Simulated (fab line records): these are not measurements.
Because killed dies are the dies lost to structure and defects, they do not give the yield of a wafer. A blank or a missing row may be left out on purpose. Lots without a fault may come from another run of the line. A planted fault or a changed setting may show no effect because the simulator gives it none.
Which tool is to blame? | flow sky130 | 72 wafers from 24 lots sampled at 6 of the route's 708 steps

WHAT THE GAUGES SHOWED, per wafer
The record lacks any reading of a measuring or inspecting step that a usual standard deviation could be used to judge.

WHICH TOOL RAN EACH LOT (tool, then ch and the chambers of the sampled wafers, then the start)
lot  | SKY_LI_CONTACT_CMP_02         | SKY_METAL1_SPUTTER_04        | SKY_VIA1_CMP_02               | SKY_VIA2_ETCH_15                   | SKY_METAL3_SPUTTER_00        | SKY_CAP2M_SPUTTER_02
L074 | cmp-01 ch 0,1,2, day 28 02:40 | pvd sputter-02, day 31 19:23 | cmp-02 ch 0,3, day 32 22:57   | rie diel-02 ch 0,1,2, day 36 10:52 | pvd sputter-02, day 36 12:13 | pvd sputter-04, day 39 19:44
L075 | cmp-01 ch 0,1,2, day 28 13:08 | pvd sputter-01, day 32 04:37 | cmp-02 ch 0,1,2, day 33 09:08 | rie diel-02 ch 0,1,3, day 36 20:30 | pvd sputter-01, day 36 21:50 | pvd sputter-02, day 40 05:08
L076 | cmp-01 ch 1,3, day 28 19:41   | pvd sputter-01, day 32 09:35 | cmp-01 ch 0,2,3, day 33 12:55 | rie diel-01 ch 0,3, day 36 22:27   | pvd sputter-02, day 36 23:47 | pvd sputter-01, day 40 09:04
L077 | cmp-01 ch 1,2,3, day 29 11:09 | pvd sputter-02, day 33 01:10 | cmp-02 ch 0,1,3, day 34 05:14 | rie diel-01 ch 1,2, day 37 16:16   | pvd sputter-02, day 37 17:35 | pvd sputter-02, day 41 00:23
L079 | cmp-02 ch 0,3, day 30 06:14   | pvd sputter-01, day 33 21:25 | cmp-01 ch 0,2,3, day 35 01:49 | rie diel-02 ch 1,2, day 38 10:56   | pvd sputter-02, day 38 12:19 | pvd sputter-02, day 41 19:14
L078 | cmp-02 ch 0,1,2, day 30 06:35 | pvd sputter-02, day 33 22:23 | cmp-01 ch 0,1,3, day 35 02:40 | rie diel-01 ch 0,2, day 38 12:55   | pvd sputter-04, day 38 14:35 | pvd sputter-01, day 41 22:05
L080 | cmp-01 ch 2,3, day 30 13:32   | pvd sputter-04, day 34 03:49 | cmp-01 ch 2,3, day 35 08:27   | rie diel-01 ch 0,2,3, day 38 17:28 | pvd sputter-02, day 38 19:01 | pvd sputter-01, day 42 00:22
L081 | cmp-01 ch 0,1,3, day 30 15:47 | pvd sputter-04, day 34 04:34 | cmp-01 ch 0,2,3, day 35 09:52 | rie diel-01 ch 0,2,3, day 38 19:02 | pvd sputter-01, day 38 20:33 | pvd sputter-01, day 42 01:37
L082 | cmp-02 ch 0,2,3, day 30 19:11 | pvd sputter-04, day 34 08:49 | cmp-01 ch 0,1, day 35 12:47   | rie diel-01 ch 0,2,3, day 38 20:35 | pvd sputter-01, day 38 22:07 | pvd sputter-02, day 42 03:34
L083 | cmp-01 ch 0,2,3, day 31 06:09 | pvd sputter-01, day 34 19:11 | cmp-02 ch 0,1,3, day 35 23:51 | rie diel-02 ch 1,2,3, day 39 07:48 | pvd sputter-01, day 39 09:17 | pvd sputter-01, day 42 14:45
L084 | cmp-01 ch 0,1,3, day 31 17:26 | pvd sputter-04, day 35 06:40 | cmp-02 ch 0,2,3, day 36 10:17 | rie diel-01 ch 0,3, day 39 17:32   | pvd sputter-04, day 39 18:54 | pvd sputter-01, day 43 00:26
L085 | cmp-02 ch 1,3, day 31 21:10   | pvd sputter-04, day 35 10:18 | cmp-01 ch 0,1,3, day 36 14:50 | rie diel-01 ch 1,3, day 39 22:45   | pvd sputter-04, day 40 00:05 | pvd sputter-01, day 43 03:56
L087 | cmp-01 ch 0,2, day 32 06:29   | pvd sputter-01, day 35 20:06 | cmp-02 ch 2,3, day 36 22:53   | rie diel-02 ch 0,1, day 40 07:08   | pvd sputter-04, day 40 08:31 | pvd sputter-01, day 43 12:24
L086 | cmp-02 ch 0,3, day 32 08:05   | pvd sputter-02, day 35 20:30 | cmp-01 ch 0,3, day 36 22:47   | rie diel-01 ch 0,1, day 40 06:29   | pvd sputter-04, day 40 07:51 | pvd sputter-01, day 43 10:50
L088 | cmp-01 ch 0,1, day 32 18:05   | pvd sputter-04, day 36 07:49 | cmp-02 ch 0,2,3, day 37 10:38 | rie diel-03 ch 0,2,3, day 40 17:35 | pvd sputter-02, day 40 18:55 | pvd sputter-02, day 43 21:12
L089 | cmp-01 ch 0,3, day 32 21:22   | pvd sputter-04, day 36 09:32 | cmp-01 ch 2,3, day 37 11:33   | rie diel-03 ch 0,1,2, day 40 18:49 | pvd sputter-01, day 40 20:08 | pvd sputter-04, day 43 22:29
L090 | cmp-02 ch 0,1,2, day 33 10:59 | pvd sputter-04, day 36 22:56 | cmp-01 ch 0,3, day 38 02:31   | rie diel-01 ch 2,3, day 41 09:14   | pvd sputter-02, day 41 10:34 | pvd sputter-04, day 44 12:26
L091 | cmp-02 ch 1,2,3, day 33 19:14 | pvd sputter-04, day 37 05:54 | cmp-01 ch 1,2, day 38 08:03   | rie diel-01 ch 0,3, day 41 14:55   | pvd sputter-02, day 41 16:14 | pvd sputter-01, day 44 18:05
L092 | cmp-01 ch 1,3, day 34 00:01   | pvd sputter-01, day 37 11:14 | cmp-02 ch 0,1,3, day 38 14:41 | rie diel-02 ch 1,2, day 41 20:41   | pvd sputter-04, day 41 22:08 | pvd sputter-01, day 44 22:37
L093 | cmp-02 ch 0,1,2, day 34 07:20 | pvd sputter-01, day 37 19:35 | cmp-02 ch 1,2,3, day 38 22:31 | rie diel-01 ch 0,1,3, day 42 03:28 | pvd sputter-01, day 42 04:49 | pvd sputter-01, day 45 05:17
L095 | cmp-02 ch 0,3, day 34 20:22   | pvd sputter-01, day 38 07:13 | cmp-02 ch 0,2,3, day 39 09:49 | rie diel-03 ch 0,2,3, day 42 15:06 | pvd sputter-04, day 42 16:32 | pvd sputter-01, day 45 16:53
L094 | cmp-02 ch 0,2, day 34 22:50   | pvd sputter-01, day 38 08:23 | cmp-01 ch 0,2, day 39 11:26   | rie diel-01 ch 1,2, day 42 20:21   | pvd sputter-04, day 42 21:40 | pvd sputter-04, day 45 20:18
L096 | cmp-01 ch 0,1,3, day 35 09:28 | pvd sputter-04, day 38 20:00 | cmp-01 ch 0,1,2, day 39 21:52 | rie diel-02 ch 1,2,3, day 43 01:08 | pvd sputter-01, day 43 02:58 | pvd sputter-01, day 46 00:41
L097 | cmp-01 ch 0,3, day 35 14:03   | pvd sputter-01, day 39 00:23 | cmp-01 ch 0,3, day 40 02:40   | rie diel-03 ch 0,1,3, day 43 06:36 | pvd sputter-01, day 43 07:58 | pvd sputter-01, day 46 05:38
- SKY_LI_CONTACT_CMP_02: polishes PSG.
- SKY_METAL1_SPUTTER_04: material TiN, target thk 70 nm, time 58.3 s.
- SKY_VIA1_CMP_02: polishes SiO2.
- SKY_VIA2_ETCH_15: etches SiO2 in C4F8/O2/Ar, stops on TiN, target depth 546 nm, time 84 s.
- SKY_METAL3_SPUTTER_00: material Ti, target thk 15 nm, time 10 s.
- SKY_CAP2M_SPUTTER_02: material TiN, target thk 200 nm, time 166.7 s.

AS READ BY THE TOOLS THEMSELVES (means over the sampled wafers that have a number; for cases with no such wafer, the mark the record gives instead)
SKY_LI_CONTACT_CMP_02. Usual: motor current A 12.3 A, standard deviation 1.3; time to endpoint s 34.0 s, standard deviation 2.8.
lot  | tool   | motor current A (A) | time to endpoint s (s) | flag
L074 | cmp-01 | 12.4                | 28.4                   |
L075 | cmp-01 | 12.6                | 30.8                   |
L076 | cmp-01 | 13.2                | 32.7                   |
L077 | cmp-01 | 13.1                | 30.7                   |
L079 | cmp-02 | 11.4                | 34.2                   |
L078 | cmp-02 | 12.4                | 33.9                   |
L080 | cmp-01 | 12.6                | 33.1                   |
L081 | cmp-01 | 13.5                | 34.8                   |
L082 | cmp-02 | 11.5                | 34.4                   |
L083 | cmp-01 | 12.6                | 31.6                   |
L084 | cmp-01 | 12.9                | 34.2                   |
L085 | cmp-02 | 12.0                | 34.5                   |
L087 | cmp-01 | 11.4                | 32.8                   |
L086 | cmp-02 | 11.4                | 35.0                   |
L088 | cmp-01 | 12.3                | 33.7                   |
L089 | cmp-01 | 13.2                | 30.2                   |
L090 | cmp-02 | 12.4                | 35.6                   |
L091 | cmp-02 | 11.8                | 37.1                   |
L092 | cmp-01 | 13.6                | 34.2                   |
L093 | cmp-02 | 12.2                | 35.9                   |
L095 | cmp-02 | 11.4                | 35.2                   |
L094 | cmp-02 | 12.3                | 36.3                   |
L096 | cmp-01 | 13.0                | 36.7                   |
L097 | cmp-01 | 12.1                | 38.6                   |

SKY_METAL1_SPUTTER_04. Usual: throttle valve pct at 30.5 %, with a standard deviation of 0.95.
lot  | tool           | throttle valve pct (%) | flag
L074 | pvd sputter-02 | 30.4                   |
L075 | pvd sputter-01 | 31.1                   |
L076 | pvd sputter-01 | 31.4                   |
L077 | pvd sputter-02 | 30.2                   |
L079 | pvd sputter-01 | 31.3                   |
L078 | pvd sputter-02 | 30.2                   |
L080 | pvd sputter-04 | 29.9                   |
L081 | pvd sputter-04 | 29.9                   |
L082 | pvd sputter-04 | 29.6                   |
L083 | pvd sputter-01 | 31.0                   |
L084 | pvd sputter-04 | 30.1                   |
L085 | pvd sputter-04 | 29.5                   |
L087 | pvd sputter-01 | 30.9                   |
L086 | pvd sputter-02 | 30.2                   |
L088 | pvd sputter-04 | 29.6                   |
L089 | pvd sputter-04 | 30.7                   |
L090 | pvd sputter-04 | 29.5                   |
L091 | pvd sputter-04 | 29.4                   |
L092 | pvd sputter-01 | 29.9                   |
L093 | pvd sputter-01 | 30.7                   |
L095 | pvd sputter-01 | 31.2                   |
L094 | pvd sputter-01 | 31.0                   |
L096 | pvd sputter-04 | 30.5                   |
L097 | pvd sputter-01 | 32.0                   |

SKY_VIA1_CMP_02. Usual: motor current A at 12.4 A, with a standard deviation of 1.2.
lot  | tool   | motor current A (A) | flag
L074 | cmp-02 | 10.8                |
L075 | cmp-02 | 12.2                |
L076 | cmp-01 | 12.5                |
L077 | cmp-02 | 11.7                |
L079 | cmp-01 | 12.4                |
L078 | cmp-01 | 13.3                |
L080 | cmp-01 | 12.3                |
L081 | cmp-01 | 12.2                |
L082 | cmp-01 | 11.9                |
L083 | cmp-02 | 11.5                |
L084 | cmp-02 | 11.5                |
L085 | cmp-01 | 13.3                |
L087 | cmp-02 | 11.8                |
L086 | cmp-01 | 12.3                |
L088 | cmp-02 | 11.3                |
L089 | cmp-01 | 13.4                |
L090 | cmp-01 | 12.7                |
L091 | cmp-01 | 13.1                |
L092 | cmp-02 | 11.2                |
L093 | cmp-02 | 12.0                |
L095 | cmp-02 | 11.3                |
L094 | cmp-01 | 11.6                |
L096 | cmp-01 | 12.3                |
L097 | cmp-01 | 13.5                |

SKY_VIA2_ETCH_15. Usual: oes product au at 0.939 a.u., with a standard deviation of 0.0047.
lot  | tool        | oes product au (a.u.) | flag
L074 | rie diel-02 | 0.939                 |
L075 | rie diel-02 | 0.942                 |
L076 | rie diel-01 | 0.945                 |
L077 | rie diel-01 | 0.937                 |
L079 | rie diel-02 | 0.932                 |
L078 | rie diel-01 | 0.937                 |
L080 | rie diel-01 | 0.938                 |
L081 | rie diel-01 | 0.935                 |
L082 | rie diel-01 | 0.941                 |
L083 | rie diel-02 | 0.943                 |
L084 | rie diel-01 | 0.936                 |
L085 | rie diel-01 | 0.939                 |
L087 | rie diel-02 | 0.937                 |
L086 | rie diel-01 | 0.943                 |
L088 | rie diel-03 | 0.941                 |
L089 | rie diel-03 | 0.942                 |
L090 | rie diel-01 | 0.937                 |
L091 | rie diel-01 | 0.941                 |
L092 | rie diel-02 | 0.940                 |
L093 | rie diel-01 | 0.936                 |
L095 | rie diel-03 | 0.943                 |
L094 | rie diel-01 | 0.940                 |
L096 | rie diel-02 | 0.944                 |
L097 | rie diel-03 | 0.940                 |

SKY_METAL3_SPUTTER_00. Usual: throttle valve pct at 30.4 %, with a standard deviation of 0.84.
lot  | tool           | throttle valve pct (%) | flag
L074 | pvd sputter-02 | 30.3                   |
L075 | pvd sputter-01 | 30.5                   |
L076 | pvd sputter-02 | 30.3                   |
L077 | pvd sputter-02 | 30.1                   |
L079 | pvd sputter-02 | 30.4                   |
L078 | pvd sputter-04 | 29.6                   |
L080 | pvd sputter-02 | 30.2                   |
L081 | pvd sputter-01 | 30.3                   |
L082 | pvd sputter-01 | 30.3                   |
L083 | pvd sputter-01 | 30.5                   |
L084 | pvd sputter-04 | 30.4                   |
L085 | pvd sputter-04 | 29.9                   |
L087 | pvd sputter-04 | 29.8                   |
L086 | pvd sputter-04 | 30.4                   |
L088 | pvd sputter-02 | 30.4                   |
L089 | pvd sputter-01 | 30.5                   |
L090 | pvd sputter-02 | 30.1                   |
L091 | pvd sputter-02 | 30.1                   |
L092 | pvd sputter-04 | 29.8                   |
L093 | pvd sputter-01 | 30.8                   |
L095 | pvd sputter-04 | 29.9                   |
L094 | pvd sputter-04 | 30.5                   |
L096 | pvd sputter-01 | 31.5                   |
L097 | pvd sputter-01 | 31.3                   |

SKY_CAP2M_SPUTTER_02. Usual: throttle valve pct at 30.5 %, with a standard deviation of 0.89.
lot  | tool           | throttle valve pct (%) | flag
L074 | pvd sputter-04 | 30.5                   |
L075 | pvd sputter-02 | 30.6                   |
L076 | pvd sputter-01 | 30.9                   |
L077 | pvd sputter-02 | 30.4                   |
L079 | pvd sputter-02 | 30.6                   |
L078 | pvd sputter-01 | 31.1                   |
L080 | pvd sputter-01 | 31.6                   |
L081 | pvd sputter-01 | 30.1                   |
L082 | pvd sputter-02 | 30.0                   |
L083 | pvd sputter-01 | 31.0                   |
L084 | pvd sputter-01 | 30.4                   |
L085 | pvd sputter-01 | 31.9                   |
L087 | pvd sputter-01 | 30.5                   |
L086 | pvd sputter-01 | 30.1                   |
L088 | pvd sputter-02 | 29.7                   |
L089 | pvd sputter-04 | 30.6                   |
L090 | pvd sputter-04 | 30.1                   |
L091 | pvd sputter-01 | 30.7                   |
L092 | pvd sputter-01 | 30.5                   |
L093 | pvd sputter-01 | 30.9                   |
L095 | pvd sputter-01 | 30.7                   |
L094 | pvd sputter-04 | 30.2                   |
L096 | pvd sputter-01 | 30.4                   |
L097 | pvd sputter-01 | 31.2                   |

THE ANSWER, worked out from the rows above alone
Rule: take the mean of a lot's wafers that have a number; if it is more than 3 standard deviations from the usual mean, the lot is off. Also off: a lot with no number at a reading for which 4 or more lots have one. Any other lot the step has rows for is counted as sound. After the gauges, taken in route order, come the tools' own readings; for these a lot's mean is taken, as printed above. At the first step where some lot is off, the reading lying furthest off is the one used; lots without a number count as furthest.
Nothing can be told from this: no lot is off at any reading shown.

WHAT HAD BEEN PUT IN BY THE SIMULATOR
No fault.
